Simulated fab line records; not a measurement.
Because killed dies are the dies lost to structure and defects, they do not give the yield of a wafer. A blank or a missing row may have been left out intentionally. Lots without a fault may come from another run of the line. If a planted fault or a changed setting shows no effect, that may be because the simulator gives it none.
Which tool is to blame?    flow gf180mcu    36 wafers from 12 lots sampled at 5 of the route's 602 steps

== WHAT EACH GAUGE READ, for each wafer ==
GF_SAB_CD_MEAS_09 targets a cd of 420 nm.
lot   measured      on         cd-nm (nm)
L394  day 14 21:16  cd-sem-02  417.4 419.9 414.6
L395  day 15 06:52  cd-sem-02  419.1 419.3 417.3
L397  day 16 04:52  cd-sem-01  418.5 416.8 417.1
L398  day 16 13:59  cd-sem-02  420.8 418.7 421.8
L400  day 17 13:25  cd-sem-02  421.2 424.0 422.7
L405  day 19 03:25  cd-sem-02  419.7 418.8 418.9
L406  day 19 11:53  cd-sem-01  421.4 417.6 419.1
L407  day 19 21:10  cd-sem-02  420.8 419.5 420.5
L408  day 20 10:03  cd-sem-02  422.1 419.3 422.8
L410  day 20 21:11  cd-sem-01  422.4 423.4 422.2
L414  day 22 04:25  cd-sem-02  419.3 420.8 418.7
L417  day 23 07:20  cd-sem-02  421.6 419.8 422.7

GF_CONTACT_THK_MEAS_03.
lot   measured      on             CONTACT_CVD_02_THK (nm)
L394  day 14 22:34  film-metro-03  849 862 868
L395  day 15 08:03  film-metro-03  842 867 871
L397  day 16 06:04  film-metro-02  855 848 869
L398  day 16 15:10  film-metro-02  836 849 864
L400  day 17 14:38  film-metro-01  853 854 869
L405  day 19 04:37  film-metro-02  854 852 862
L406  day 19 13:04  film-metro-03  856 870 875
L407  day 19 22:22  film-metro-03  858 863 875
L408  day 20 11:41  film-metro-03  839 852 852
L410  day 20 22:35  film-metro-03  839 844 863
L414  day 22 05:37  film-metro-02  849 861 865
L417  day 23 08:31  film-metro-03  837 859 861

GF_CONTACT_RS_MEAS_25: measures by four-point-probe.
lot   measured      on             CONTACT_W_RS (ohm/sq)
L394  day 15 21:31  film-metro-02  0.384 0.386 0.390
L395  day 16 07:19  film-metro-02  0.388 0.383 0.380
L397  day 17 06:08  film-metro-01  0.383 0.388 0.387
L398  day 17 15:56  film-metro-01  0.381 0.382 0.382
L400  day 18 16:13  film-metro-02  0.386 0.385 0.387
L405  day 20 06:47  film-metro-02  0.390 0.390 0.387
L406  day 20 14:26  film-metro-02  0.387 0.387 0.389
L407  day 20 23:41  film-metro-03  0.400 0.494 0.392
L408  day 21 12:29  film-metro-01  0.391 0.388 0.388
L410  day 21 23:43  film-metro-03  0.391 0.485 0.391
L414  day 23 06:04  film-metro-01  0.393 0.388 0.388
L417  day 24 08:46  film-metro-01  0.387 0.382 0.386

GF_CONTACT_THK_MEAS_26: measures by xrf.
lot   measured      on             CONTACT_W_THK (nm)
L394  day 15 21:38  film-metro-02  295 294 292
L395  day 16 07:25  film-metro-02  292 296 298
L397  day 17 06:16  film-metro-01  301 298 299
L398  day 17 16:02  film-metro-01  304 302 300
L400  day 18 16:20  film-metro-02  293 296 294
L405  day 20 06:54  film-metro-02  292 293 296
L406  day 20 14:32  film-metro-02  295 297 294
L407  day 20 23:47  film-metro-03  283 231 289
L408  day 21 12:37  film-metro-01  294 297 298
L410  day 21 23:50  film-metro-03  294 237 293
L414  day 23 06:10  film-metro-01  294 300 298
L417  day 24 08:52  film-metro-01  296 299 297

== EACH LOT AND THE TOOL THAT RAN IT (in order: tool; ch and the chambers of the sampled wafers; start) ==
lot   GF_CONTACT_CVD_24
L394  cvd-w-01 ch 0,1, day 15 21:25
L395  cvd-w-01 ch 0,1, day 16 07:12
L397  cvd-w-01 ch 0,1, day 17 06:02
L398  cvd-w-01 ch 0, day 17 15:49
L400  cvd-w-02 ch 0,1, day 18 16:07
L405  cvd-w-02 ch 0,1, day 20 06:41
L406  cvd-w-01 ch 0,1, day 20 14:19
L407  cvd-w-01 ch 0,1, day 20 23:34
L408  cvd-w-02 ch 0,1, day 21 12:23
L410  cvd-w-01 ch 0,1, day 21 23:36
L414  cvd-w-02 ch 0,1, day 23 05:56
L417  cvd-w-02 ch 0,1, day 24 08:40
- GF_CONTACT_CVD_24: deposits W, target thk 300 nm, time 90.339 s.

== WHAT THE TOOLS THEMSELVES READ (means of the sampled wafers that have a number; where no wafer has one, the mark that the record gives instead) ==
GF_CONTACT_CVD_24.
lot   tool      heater-power-w (W)
L394  cvd-w-01  1005
L395  cvd-w-01  991
L397  cvd-w-01  1002
L398  cvd-w-01  1071
L400  cvd-w-02  777
L405  cvd-w-02  791
L406  cvd-w-01  1005
L407  cvd-w-01  1006
L408  cvd-w-02  881
L410  cvd-w-01  1030
L414  cvd-w-02  796
L417  cvd-w-02  784

== THE ANSWER, worked out from the rows above alone ==
Rule: the usual values come from the lots themselves. The widest of any qualifying gaps counts: lots, ordered by their means at a reading, are off when they make up no more than a third of the lots, leave a main group of 4 or more, and stand apart from it by 3 or more times the standard deviation of that group's means. A main group is skipped when, at the precision printed for the reading in the tables above, its means are all equal. Also off: a lot with no number at a reading for which 4 or more lots have one. Where the step has rows for the other lots, those lots are counted as sound. The gauges are gone through in route order, then the tools' own readings, and for those a lot's mean is taken as printed above. The first step at which some lot is off is used, and at that step the reading that is off furthest; a lot without a number counts as furthest.
Off: at GF_CONTACT_RS_MEAS_25 (CONTACT_W_RS), L407, L410. Mean 0.386 ohm/sq and standard deviation 0.0024 in the main group.
If a tool, at a process step before that reading, ran all the lots that are off and no sound lot after the first of them, it fits. Those tools and the gauges at GF_CONTACT_RS_MEAS_25 are tried in the same way. 2 tools fit, cvd-w-01 at GF_CONTACT_CVD_24 and film-metro-03 at GF_CONTACT_RS_MEAS_25, so this cannot tell which one it is.

== WHAT THE SIMULATOR HAD PUT IN ==
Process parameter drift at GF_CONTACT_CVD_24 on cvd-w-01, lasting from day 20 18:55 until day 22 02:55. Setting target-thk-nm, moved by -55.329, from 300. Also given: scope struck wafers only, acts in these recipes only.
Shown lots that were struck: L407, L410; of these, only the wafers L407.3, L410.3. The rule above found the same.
